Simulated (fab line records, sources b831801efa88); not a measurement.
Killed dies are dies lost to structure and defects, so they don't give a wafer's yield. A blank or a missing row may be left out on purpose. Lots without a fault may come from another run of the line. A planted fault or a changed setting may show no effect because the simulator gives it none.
fab line records | flow sky130
record lots=10 wafers=30 last_day=50
route steps=708 shown METAL1@451 VIA1@460 METAL2@485 PAD_OPEN@708
lots that met no fault: from a run of the same line without faults
start_h: hours from the record's first day to the start of the lot's first wafer shown | wait_h: hours since the lot's step before | " the same as in the row above | L1.1+2: a row that stands for several wafers | - no value, or no start given | * or withheld: withheld | < > ~ a bound
route shown NAME@n: a module of which the file shows steps, and the number in the route of the first | usual: mean/standard deviation of fault-free wafers | same: alike in all rows | chamber/n: place in a boat | sites: the reading at each site | _std_site: their standard deviation | _edge_site: outer sites' mean less inner sites' | radius_mm: how far each site lies from the wafer's centre | mask NAME#n: copy n | behind: the tool/chamber that last shaped the wafer | hold: why the lot was held/for how many hours/how that ended | device: the transistor (n, p or np) that didn't switch | end of line: the same wafers' tests at the end of the route | a step without rows: its recipe alone | killed: dies lost to structure and defects at the first sort, not the wafer's yield | map: a wafer's dies, x killed, . not, _ none there
set.NAME: the setting as run; set.NAME@STEP: as run at that earlier step | model.NAME: the simulator's own value behind a step, which no gauge read
steps of the route over a sample of lots; a table a step, a row a wafer
services: from which hour (start_h, from the record's first day; less than 0 if before it) a tool's chamber was out of use, for how many hours, and why
## steps
# step SKY_METAL1_DESCUM_17
# recipe chemistry=O2 source_power_w=150 bias_power_w=0 pressure_mtorr=10 temp_c=40 time_s=8
# usual drypump_motor_current_A=5.74/0.29 oes_product_au=0.997/0.0097
# same time_s=8
# columns lot.wafer tool chamber start_h wait_h drypump_motor_current_A oes_product_au rf_hours_counter_h
L907.3 rie_metal-04 1 784.36 0.0 5.68 1.013 -
L907.4 " 0 " " 5.37 1.004 -
L907.6 " 0 " " 5.36 1.012 -
L908.3 rie_metal-02 1 786.95 0.0 5.80 0.982 -
L908.4 " 0 " " 5.65 0.999 -
L908.6 " 1 " " 5.82 1.001 -
L909.4 rie_metal-03 1 787.67 0.0 6.29 0.979 -
L909.5 " 1 " " 6.31 0.986 -
L909.6 " 0 " " 5.74 1.014 -
L915.1 rie_metal-04 1 838.85 0.0 5.65 1.008 11
L915.4 " 1 " " 5.66 0.996 -
L915.6 " 0 " " 5.37 0.993 -
L918.2 rie_metal-03 1 858.60 0.0 6.31 1.013 1
L918.4 " 0 " " 5.77 1.007 -
L918.6 " 0 " " 5.77 1.016 -
L919.1 rie_metal-04 1 868.21 0.0 5.69 0.983 12
L919.2 " 0 " " 5.35 0.991 8
L919.4 " 0 " " 5.37 0.985 -
L923.3 rie_metal-02 1 896.87 0.0 5.79 0.997 -
L923.4 " 0 " " 5.65 0.994 -
L923.6 " 1 " " 5.79 0.997 -
L924.1 rie_metal-04 0 898.41 0.0 5.37 0.981 10
L924.4 " 0 " " 5.38 0.982 -
L924.6 " 0 " " 5.36 0.977 -
L927.1 rie_metal-03 1 935.44 0.0 6.32 1.006 5
L927.3 " 1 " " 6.33 1.000 -
L927.6 " 1 " " 6.31 1.006 -
L929.2 rie_metal-04 0 936.56 0.0 5.36 0.995 12
L929.3 " 0 " " 5.38 0.989 -
L929.5 " 0 " " 5.35 0.992 -
# step SKY_VIA1_CMP_02
# recipe material=SiO2 down_force_psi=4 platen_rpm=60 pad_velocity_m_s=0.94248
# usual motor_current_A=11.3/0.78 slurry_flow_ml_min=150.0/0.49
# columns lot.wafer tool chamber start_h wait_h motor_current_A slurry_flow_ml_min
L907.3 cmp-02 2 785.34 0.1 10.7 150.5
L907.4 " 0 " " 13.1 149.8
L907.6 " 2 " " 10.3 150.0
L908.4 cmp-01 1 787.89 0.0 12.1 150.1
L908.3 " 3 " " 11.7 150.2
L908.6 " 1 " " 12.1 149.8
L909.4 cmp-02 1 788.66 0.1 12.2 150.7
L909.6 " 0 " " 12.1 151.0
L909.5 " 1 " " 11.4 150.3
L915.1 cmp-01 1 839.88 0.1 11.8 149.0
L915.4 " 3 " " 11.2 149.6
L915.6 " 0 " " 11.5 148.8
L918.4 cmp-02 3 859.57 0.0 11.2 150.5
L918.2 " 2 " " 10.1 150.8
L918.6 " 3 " " 11.5 150.1
L919.2 cmp-02 3 869.21 0.1 10.9 150.5
L919.1 " 0 " " 12.9 148.8
L919.4 " 1 " " 11.5 149.7
L923.4 cmp-01 3 897.86 0.1 11.4 149.4
L923.3 " 1 " " 12.1 149.4
L923.6 " 2 " " 11.0 149.6
L924.4 cmp-01 1 899.36 0.0 11.7 150.5
L924.1 " 2 " " 10.2 150.1
L924.6 " 1 " " 11.8 150.5
L927.3 cmp-01 2 936.47 0.1 10.3 149.6
L927.1 " 0 " " 12.1 149.5
L927.6 " 2 " " 10.4 150.8
L929.3 cmp-01 2 937.57 0.1 9.9 149.6
L929.2 " 0 " " 11.6 150.4
L929.5 " 3 " " 11.1 150.2
# step SKY_METAL2_SPUTTER_02
# recipe material=AlCu target_thk_nm=250 power_w=10600 time_s=13.3 chamber_pressure_pa=0.4
# usual cathode_dc_power_W=10600/1.9 throttle_valve_pct=30.2/1.3
# same time_s=13.3
# columns lot.wafer tool chamber start_h wait_h cathode_dc_power_W throttle_valve_pct
L907.3 pvd_sputter-01 - 813.56 0.0 10598 29.7
L907.4 " - " " 10600 31.0
L907.6 " - " " 10603 27.7
L908.3 pvd_sputter-03 - 815.69 0.0 10598 31.1
L908.4 " - " " 10600 31.3
L908.6 " - " " 10600 28.5
L909.4 pvd_sputter-01 - 817.32 0.0 10598 31.1
L909.5 " - " " 10597 31.1
L909.6 " - " " 10601 31.5
L915.1 pvd_sputter-01 - 867.71 0.0 10095 29.6
L915.4 " - " " 10089 28.0
L915.6 " - " " 10091 31.2
L918.2 pvd_sputter-01 - 887.01 0.0 10086 31.6
L918.4 " - " " 10086 27.8
L918.6 " - " " 10090 27.8
L919.1 pvd_sputter-03 - 896.49 0.0 10602 29.9
L919.2 " - " " 10599 31.2
L919.4 " - " " 10598 31.3
L923.3 pvd_sputter-02 - 925.40 0.0 10598 32.5
L923.4 " - " " 10600 31.2
L923.6 " - " " 10600 29.3
L924.1 pvd_sputter-03 - 926.48 0.0 10599 30.0
L924.4 " - " " 10601 28.8
L924.6 " - " " 10601 29.8
L927.1 pvd_sputter-03 - 962.46 0.0 10602 30.1
L927.3 " - " " 10602 31.4
L927.6 " - " " 10600 28.5
L929.2 pvd_sputter-01 - 964.34 0.0 10601 31.2
L929.3 " - " " 10599 27.9
L929.5 " - " " 10597 27.8
# step SKY_METAL2_SPUTTER_03
# recipe material=Ti target_thk_nm=5 power_w=3000 time_s=3.3 chamber_pressure_pa=0.4
# usual cathode_dc_power_W=3000.1/0.59 throttle_valve_pct=30.2/1.3
# same time_s=3.3
# columns lot.wafer tool chamber start_h wait_h cathode_dc_power_W throttle_valve_pct
L907.3 pvd_sputter-01 - 813.58 0.0 3000.5 30.1
L907.4 " - " " 2999.4 31.2
L907.6 " - " " 3000.6 27.9
L908.3 pvd_sputter-03 - 815.72 0.0 3000.5 31.2
L908.4 " - " " 2999.9 31.2
L908.6 " - " " 3000.3 28.4
L909.4 pvd_sputter-01 - 817.34 0.0 3000.8 31.5
L909.5 " - " " 2999.7 30.9
L909.6 " - " " 2999.9 31.9
L915.1 pvd_sputter-01 - 867.73 0.0 2999.4 30.1
L915.4 " - " " 2999.2 27.5
L915.6 " - " " 3000.1 30.9
L918.2 pvd_sputter-01 - 887.03 0.0 2999.7 31.9
L918.4 " - " " 3000.5 28.0
L918.6 " - " " 3000.4 27.8
L919.1 pvd_sputter-03 - 896.52 0.0 3000.2 29.8
L919.2 " - " " 3000.1 31.0
L919.4 " - " " 3000.9 31.0
L923.3 pvd_sputter-02 - 925.42 0.0 3000.2 32.1
L923.4 " - " " 3000.3 31.1
L923.6 " - " " 2999.7 29.2
L924.1 pvd_sputter-03 - 926.51 0.0 3000.1 30.0
L924.4 " - " " 3000.3 28.5
L924.6 " - " " 3001.2 30.0
L927.1 pvd_sputter-03 - 962.48 0.0 3000.4 30.1
L927.3 " - " " 2999.1 31.2
L927.6 " - " " 3001.7 28.4
L929.2 pvd_sputter-01 - 964.37 0.0 2999.7 31.1
L929.3 " - " " 3000.0 27.9
L929.5 " - " " 2999.6 28.0
# step SKY_METAL2_RS_MEAS_05
# recipe thk_meas_gauge=four-point-probe reads=TiN_of_METAL2_SPUTTER_04+Ti_of_METAL2_SPUTTER_03+AlCu_of_METAL2_SPUTTER_02+TiN_of_METAL2_SPUTTER_01+Ti_of_METAL2_SPUTTER_00
# usual METAL2_ALCU_RS=0.1266/0.0013
# columns lot.wafer tool chamber start_h wait_h hold METAL2_ALCU_RS[ohm/sq]
L907.3 film_metro-02 - 813.69 0.1 - 0.1275
L907.4 " - " " - 0.1291
L907.6 " - " " - 0.1265
L908.3 film_metro-01 - 815.82 0.1 - 0.1261
L908.4 " - " " - 0.1291
L908.6 " - " " - 0.1272
L909.4 film_metro-02 - 817.47 0.1 - 0.1273
L909.5 " - " " - 0.1273
L909.6 " - " " - 0.1258
L915.1 film_metro-01 - 867.80 0.0 await_dispo/0.2h/release 0.1320
L915.4 " - " " await_dispo/0.2h/release 0.1315
L915.6 " - " " await_dispo/0.2h/release 0.1337
L915.1 film_metro-01 - 868.09 0.3 - 0.1319
L915.4 " - " " - 0.1317
L915.6 " - " " - 0.1334
L918.2 film_metro-04 - 887.12 0.0 await_dispo/0.2h/release 0.1316
L918.4 " - " " await_dispo/0.2h/release 0.1324
L918.6 " - " " await_dispo/0.2h/release 0.1325
L918.2 film_metro-04 - 887.53 0.4 - 0.1316
L918.4 " - " " - 0.1322
L918.6 " - " " - 0.1322
L919.1 film_metro-01 - 896.58 0.0 - 0.1263
L919.2 " - " " - 0.1275
L919.4 " - " " - 0.1292
L923.3 film_metro-02 - 925.53 0.1 - 0.1259
L923.4 " - " " - 0.1249
L923.6 " - " " - 0.1258
L924.1 film_metro-02 - 926.57 0.0 - 0.1252
L924.4 " - " " - 0.1276
L924.6 " - " " - 0.1261
L927.1 film_metro-04 - 962.55 0.0 - 0.1251
L927.3 " - " " - 0.1286
L927.6 " - " " - 0.1260
L929.2 film_metro-02 - 964.46 0.0 - 0.1269
L929.3 " - " " - 0.1282
L929.5 " - " " - 0.1285
# step SKY_METAL2_THK_MEAS_06
# recipe thk_meas_gauge=xrf reads=AlCu_of_METAL2_SPUTTER_02
# usual METAL2_ALCU_THK=249.7/2.7
# columns lot.wafer tool chamber start_h wait_h hold METAL2_ALCU_THK[nm]
L907.3 film_metro-02 - 813.79 0.1 - 247.2
L907.4 " - " " - 244.6
L907.6 " - " " - 248.8
L908.3 film_metro-01 - 815.92 0.1 - 250.8
L908.4 " - " " - 243.8
L908.6 " - " " - 246.5
L909.4 film_metro-02 - 817.56 0.1 - 247.5
L909.5 " - " " - 248.4
L909.6 " - " " - 251.1
L915.1 film_metro-01 - 875.94 7.8 await_dispo/0.2h/release 238.0
L915.4 " - " " await_dispo/0.2h/release 237.4
L915.6 " - " " await_dispo/0.2h/release 237.6
L915.1 film_metro-01 - 876.17 0.2 - 239.4
L915.4 " - " " - 241.1
L915.6 " - " " - 236.4
L918.2 film_metro-04 - 894.76 7.2 await_dispo/0.2h/release 240.3
L918.4 " - " " await_dispo/0.2h/release 237.1
L918.6 " - " " await_dispo/0.2h/release 238.6
L918.2 film_metro-04 - 894.98 0.2 - 240.1
L918.4 " - " " - 238.3
L918.6 " - " " - 239.5
L919.1 film_metro-01 - 896.70 0.1 - 251.1
L919.2 " - " " - 248.7
L919.4 " - " " - 244.6
L923.3 film_metro-02 - 925.63 0.1 - 253.1
L923.4 " - " " - 254.4
L923.6 " - " " - 253.0
L924.1 film_metro-02 - 926.69 0.1 - 254.5
L924.4 " - " " - 249.9
L924.6 " - " " - 252.7
L927.1 film_metro-04 - 962.67 0.1 - 252.2
L927.3 " - " " - 247.2
L927.6 " - " " - 252.2
L929.2 film_metro-02 - 964.57 0.1 - 250.3
L929.3 " - " " - 245.6
L929.5 " - " " - 247.4
# step SKY_PAD_OPEN_PROBE_99
# usual defect_limited_yield=82.5/1.8 killed_at_M0_to_M3=43/6.6 killed_at_M4_up=2.9/1.8 killed_at_contacts=25/5.3 killed_at_front_end=15/4.1 killed_at_other=0.3/0.6 killed_dies=86/8.8 killed_open=47/6.7 killed_short=39/6.2 sort_bin_3_pad_short=0.9/0.44 sort_bin_5_function=10.3/1.6 sort_bin_6_memory=6.3/1 sort_n_pass=406/8.8 sort_yield_pct=82.5/1.8
# same gross_dies=492 killed_at_back_side=0 sort_bin_4_leakage[%]=0 sort_bin_8_speed[%]=0
# columns lot.wafer tool chamber start_h wait_h defect_limited_yield[%] killed_at_M0_to_M3 killed_at_M4_up killed_at_contacts killed_at_front_end killed_at_other killed_dies killed_open killed_short sort_bin_3_pad_short[%] sort_bin_5_function[%] sort_bin_6_memory[%] sort_n_pass sort_yield_pct[%]
L923.3 prober-01 - 1176.62 0.2 83.9 38 3 30 8 0 79 43 36 0.6 10.6 4.9 413 83.9
L923.4 prober-01 - 1176.67 0.2 87.0 29 2 26 7 0 64 33 31 0.6 8.5 3.9 428 87.0
L923.6 prober-01 - 1176.77 0.2 83.1 43 8 17 15 0 83 39 44 1.0 10.2 5.7 409 83.1
# killed by level:class
L923.3 LI_CONTACT:geometric_particle:open=10 CONTACT:geometric_particle:open=10 METAL2:geometric_particle:short=7 VIA3:geometric_particle:open=7 VIA2:geometric_particle:open=6 METAL1:geometric_particle:short=6 VIA1:geometric_particle:open=5 CONTACT:geometric_particle:short=5
L923.4 LI_CONTACT:geometric_particle:open=11 VIA1:geometric_particle:open=9 LOCAL_INTERCONNECT:geometric_particle:short=5 CONTACT:geometric_particle:short=5 VIA2:geometric_particle:short=4 VIA1:geometric_particle:short=4 VIA3:geometric_particle:open=3 LI_CONTACT:geometric_particle:short=3
L923.6 VIA1:geometric_particle:short=8 VIA1:geometric_particle:open=8 LI_CONTACT:geometric_particle:short=7 METAL2:geometric_particle:short=6 CONTACT:geometric_particle:open=6 METAL4:geometric_particle:short=6 METAL1:geometric_particle:open=5 POLY_GATE:geometric_particle:open=4
## services
# columns tool chamber start_h hours kind
cmp-02 - 764.97 1.2 repair
rie_metal-03 - 774.75 0.3 repair
cmp-01 - 801.83 9.2 pm
pvd_sputter-03 - 804.38 1.4 repair
rie_metal-03 1 809.57 4.0 repair
pvd_sputter-02 - 852.24 1.9 repair
cmp-01 - 854.20 1.3 repair
pvd_sputter-01 - 865.53 0.6 repair
cmp-02 - 883.33 2.3 repair
cmp-02 - 885.61 5.8 pm
rie_metal-03 - 889.43 4.0 pm
pvd_sputter-01 - 890.58 10.3 repair
cmp-02 - 897.45 2.5 repair
rie_metal-04 1 898.99 14.8 repair
cmp-02 - 903.28 4.3 repair
pvd_sputter-03 - 905.76 5.1 repair
cmp-01 - 912.00 4.0 pm
cmp-01 - 924.26 0.3 repair
cmp-02 - 924.80 4.7 pm
pvd_sputter-01 - 925.37 2.8 repair
cmp-02 - 953.36 2.3 repair
cmp-01 - 957.79 1.6 repair
cmp-01 - 959.43 6.8 repair
cmp-01 - 959.65 2.7 repair
## key
first_sign step=SKY_METAL2_SPUTTER_02 reading=cathode_dc_power_W direction=down sigmas=99+ usual=10600 struck=10090
effect step=SKY_METAL2_RS_MEAS_05 reading=visit direction=added
effect step=SKY_METAL2_THK_MEAS_06 reading=visit direction=added
met_at SKY_METAL2_SPUTTER_02
struck_lots L915,L918
not_acting_at SKY_METAL1_DESCUM_17,SKY_VIA1_CMP_02,SKY_METAL2_SPUTTER_03
onset_between 817.32 867.71
fault kind=process_parameter_drift tool=pvd_sputter-01 chamber=- onset_h=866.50 steps=SKY_METAL2_SPUTTER_02 channel=power_w offset=* shape=step end_h=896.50 acts_in=* stated=*
